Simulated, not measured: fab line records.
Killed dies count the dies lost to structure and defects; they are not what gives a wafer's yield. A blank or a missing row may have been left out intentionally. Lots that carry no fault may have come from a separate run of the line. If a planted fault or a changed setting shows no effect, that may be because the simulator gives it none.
Which tool did it? :: flow sky130 :: 11 lots with 33 wafers sampled at 2 steps, on a route of 708 steps

WHAT EACH GAUGE READ, for each wafer
SKY_LI_CONTACT_THK_MEAS_01. Usual: LI_CONTACT_HDPCVD_THK typically reads 928 nm, with standard deviation 10.
lot: L658
measured: day 28 22:16
on: filmMetro-02
LI_CONTACT_HDPCVD_THK (nm): 929 922 935
flag: 

lot: L659
measured: day 29 07:49
on: filmMetro-01
LI_CONTACT_HDPCVD_THK (nm): 920 927 929
flag: 

lot: L660
measured: day 29 11:46
on: filmMetro-02
LI_CONTACT_HDPCVD_THK (nm): 942 933 937
flag: 

lot: L662
measured: day 30 14:13
on: filmMetro-04
LI_CONTACT_HDPCVD_THK (nm): 909 924 915
flag: 

lot: L664
measured: day 31 02:46
on: filmMetro-02
LI_CONTACT_HDPCVD_THK (nm): 914 932 921
flag: 

lot: L667
measured: day 31 20:10
on: filmMetro-04
LI_CONTACT_HDPCVD_THK (nm): 937 1141 916
flag: OFF

lot: L669
measured: day 32 14:52
on: filmMetro-02
LI_CONTACT_HDPCVD_THK (nm): 928 1149 929
flag: OFF

lot: L676
measured: day 34 14:31
on: filmMetro-02
LI_CONTACT_HDPCVD_THK (nm): 937 934 935
flag: 

lot: L677
measured: day 35 02:04
on: filmMetro-02
LI_CONTACT_HDPCVD_THK (nm): 930 918 923
flag: 

lot: L678
measured: day 35 06:59
on: filmMetro-01
LI_CONTACT_HDPCVD_THK (nm): 929 930 924
flag: 

lot: L679
measured: day 35 13:16
on: filmMetro-02
LI_CONTACT_HDPCVD_THK (nm): 936 940 949
flag: 

WHAT TOOL EACH LOT RAN ON (gives the tool, then ch and the chambers of the sampled wafers, and finally the start)
lot: L658
SKY_LI_CONTACT_HDPCVD_00: hdpcvd-02 ch 0,1,2, day 28 22:10

lot: L659
SKY_LI_CONTACT_HDPCVD_00: hdpcvd-01 ch 0,1,2, day 29 07:43

lot: L660
SKY_LI_CONTACT_HDPCVD_00: hdpcvd-01 ch 1,2, day 29 11:40

lot: L662
SKY_LI_CONTACT_HDPCVD_00: hdpcvd-01 ch 0,1, day 30 14:07

lot: L664
SKY_LI_CONTACT_HDPCVD_00: hdpcvd-02 ch 0,2, day 31 02:40

lot: L667
SKY_LI_CONTACT_HDPCVD_00: hdpcvd-02 ch 0,1,2, day 31 20:04

lot: L669
SKY_LI_CONTACT_HDPCVD_00: hdpcvd-02 ch 0,2, day 32 14:46

lot: L676
SKY_LI_CONTACT_HDPCVD_00: hdpcvd-01 ch 1,2, day 34 14:25

lot: L677
SKY_LI_CONTACT_HDPCVD_00: hdpcvd-01 ch 0,2, day 35 01:58

lot: L678
SKY_LI_CONTACT_HDPCVD_00: hdpcvd-01 ch 0,1, day 35 06:52

lot: L679
SKY_LI_CONTACT_HDPCVD_00: hdpcvd-02 ch 0,1, day 35 13:07
- SKY_LI_CONTACT_HDPCVD_00: deposits PSG, target thk 930 nm, time 155 s.

WHAT THE TOOLS THEMSELVES READ (means of the sampled wafers that have a number; where no wafer has one, the mark that the record gives instead)
SKY_LI_CONTACT_HDPCVD_00. Usual: runLengthS reads 182.7 s (standard deviation 0.5).
lot: L658
tool: hdpcvd-02
runLengthS (s): 182.7
flag: 

lot: L659
tool: hdpcvd-01
runLengthS (s): 182.7
flag: 

lot: L660
tool: hdpcvd-01
runLengthS (s): 182.5
flag: 

lot: L662
tool: hdpcvd-01
runLengthS (s): 182.7
flag: 

lot: L664
tool: hdpcvd-02
runLengthS (s): 183.0
flag: 

lot: L667
tool: hdpcvd-02
runLengthS (s): 194.6
flag: OFF

lot: L669
tool: hdpcvd-02
runLengthS (s): 194.7
flag: OFF

lot: L676
tool: hdpcvd-01
runLengthS (s): 182.3
flag: 

lot: L677
tool: hdpcvd-01
runLengthS (s): 182.8
flag: 

lot: L678
tool: hdpcvd-01
runLengthS (s): 182.8
flag: 

lot: L679
tool: hdpcvd-02
runLengthS (s): 182.9
flag: 

THE ANSWER, worked out from the rows above alone
Rule: lot off if the mean of its wafers having a number is beyond 3 standard deviations from the usual mean. A lot without any number at a reading at which 4 lots or more have one is off too. The other lots that the step has rows for count as sound. First the gauges in route order, then the tools' own readings, where a lot's mean is used as printed above. The first step at which some lot is off is used, and at that step the reading that is off furthest; a lot without a number counts as furthest.
Off: at SKY_LI_CONTACT_THK_MEAS_01 (LI_CONTACT_HDPCVD_THK), L667, L669.
If a tool, at a process step before that reading, ran all the lots that are off and no sound lot after the first of them, it fits. The gauges at SKY_LI_CONTACT_THK_MEAS_01 aren't tried: what is off there is off at SKY_LI_CONTACT_HDPCVD_00 too, on other tools, and a gauge's error can't cause that. Not one of the candidates tried fits.

WHAT THE SIMULATOR HAD INSERTED
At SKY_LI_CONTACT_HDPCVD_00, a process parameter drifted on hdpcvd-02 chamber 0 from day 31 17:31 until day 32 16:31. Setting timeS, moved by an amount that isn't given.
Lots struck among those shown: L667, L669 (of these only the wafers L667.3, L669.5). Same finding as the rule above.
